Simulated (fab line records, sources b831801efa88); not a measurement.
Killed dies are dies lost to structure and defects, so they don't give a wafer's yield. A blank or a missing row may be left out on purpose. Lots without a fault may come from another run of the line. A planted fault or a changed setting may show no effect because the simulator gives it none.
A struck lot beside a sound one | flow sky130 | 18 steps out of a route of 708
Sound: wafers L804.1, L804.2, L804.3. Struck: wafers L797.3, L797.4, L797.5. The cause comes at the end.
At each step with rows: each side's tool, then ch and its chambers, then its first start. Under that, the readings that differ: sound wafers | struck wafers | difference of the means | sigmas: that difference in standard deviations of wafers without a fault.
alike: readings whose means differ by less than 2 such deviations, and words and numbers that are the same on both sides. not compared: withheld readings, readings that some wafer has no value for, bounds like >300 that may hide the same value, and numbers for which the record gives no deviation and whose values overlap.
The two part at a step that has a row with sigmas, a row that says differs or no value, or rows on one side only. Numbers that don't overlap but have no deviation are shown without sigmas and don't part them. A reading that every wafer of one side lacks parts them only if that side has two wafers or more.

first, 3 steps without rows for these wafers: SKY_LDD_P_EXPOSE_04 (exposes mask PSDM, target cd 380 nm); SKY_LDD_P_PEB_05; SKY_LDD_P_DEVELOP_06 (develop time 60 s).
SKY_LDD_P_CD_MEAS_07: target cd 380 nm.
  sound on cd_sem-01, day 24 16:20; struck on cd_sem-01, day 22 08:04
  alike: cd_nm
SKY_LDD_P_OVL_MEAS_08:
  sound on overlay-01, day 24 16:27; struck on overlay-02, day 22 08:10
  alike: LDD_P_OVL
then, 1 step without rows for these wafers: SKY_LDD_P_IMPLANT_09.
SKY_LDD_P_STRIP_10: strips in O2/N2.
  sound on plasma_asher-03 ch 0,1, day 24 16:41; struck on plasma_asher-03 ch 0,1, day 22 08:22
  alike: drypump_motor_current_A, oes_product_au, strip_time_to_endpoint_s
  not compared: rf_hours_counter_h
SKY_LDD_P_TW_MEAS_11:
  sound on film_metro-04, day 24 16:47; struck on film_metro-04, day 22 08:27
  alike: LDD_P_TW
then, 4 steps without rows for these wafers: SKY_LDD_HVN_DEHYDRATE_00 (time 60 s); SKY_LDD_HVN_HMDS_01 (prime time 60 s); SKY_LDD_HVN_COAT_02 (resist thk 300 nm); SKY_LDD_HVN_SOFTBAKE_03 (time 60 s).
SKY_LDD_HVN_EXPOSE_04: exposes mask HVNTM, target cd 700 nm.
  sound on iline_stepper-01 ch 0, day 25 07:15; struck on iline_stepper-02 ch 0, day 22 23:32
  reading                         | sound             | struck            | difference | sigmas
  model.LDD_HVN.overlay_x_nm (nm) | 1.317 1.317 1.317 | 57.15 57.15 57.15 | +55.83     |
  alike: mask
then, 2 steps without rows for these wafers: SKY_LDD_HVN_PEB_05; SKY_LDD_HVN_DEVELOP_06 (develop time 60 s).
SKY_LDD_HVN_OVL_MEAS_07:
  sound on overlay-02, day 25 21:41; struck on overlay-02, day 23 14:00
  reading          | sound       | struck         | difference | sigmas
  LDD_HVN_OVL (nm) | 0.3 1.4 0.9 | 55.9 55.6 55.3 | +54.7      | +42
then, 1 step without rows for these wafers: SKY_LDD_HVN_IMPLANT_08.
-- the record jumps here: 24 days lie between the struck wafers' starts before and after (it left off in module LDD_HVN and takes up again in module PAD_OPEN, whose first step shown is number 708 of the route) --
SKY_PAD_OPEN_PROBE_99:
  sound on prober-01, day 49 10:53; struck on prober-01, day 47 21:40
  reading            | sound    | struck   | difference | sigmas
  killed_at_M0_to_M3 | 66 46 53 | 39 32 35 | -20        | -3
  killed_at_other    | 1 1 1    | 0 0 0    | -1         | -2
  alike: killed_at_M4_up, killed_at_contacts, killed_at_front_end, killed_dies, killed_open, killed_short

WHERE THEY PART
First at SKY_LDD_HVN_OVL_MEAS_07; last, within this record, at SKY_PAD_OPEN_PROBE_99.

WHY: what the simulator had put in
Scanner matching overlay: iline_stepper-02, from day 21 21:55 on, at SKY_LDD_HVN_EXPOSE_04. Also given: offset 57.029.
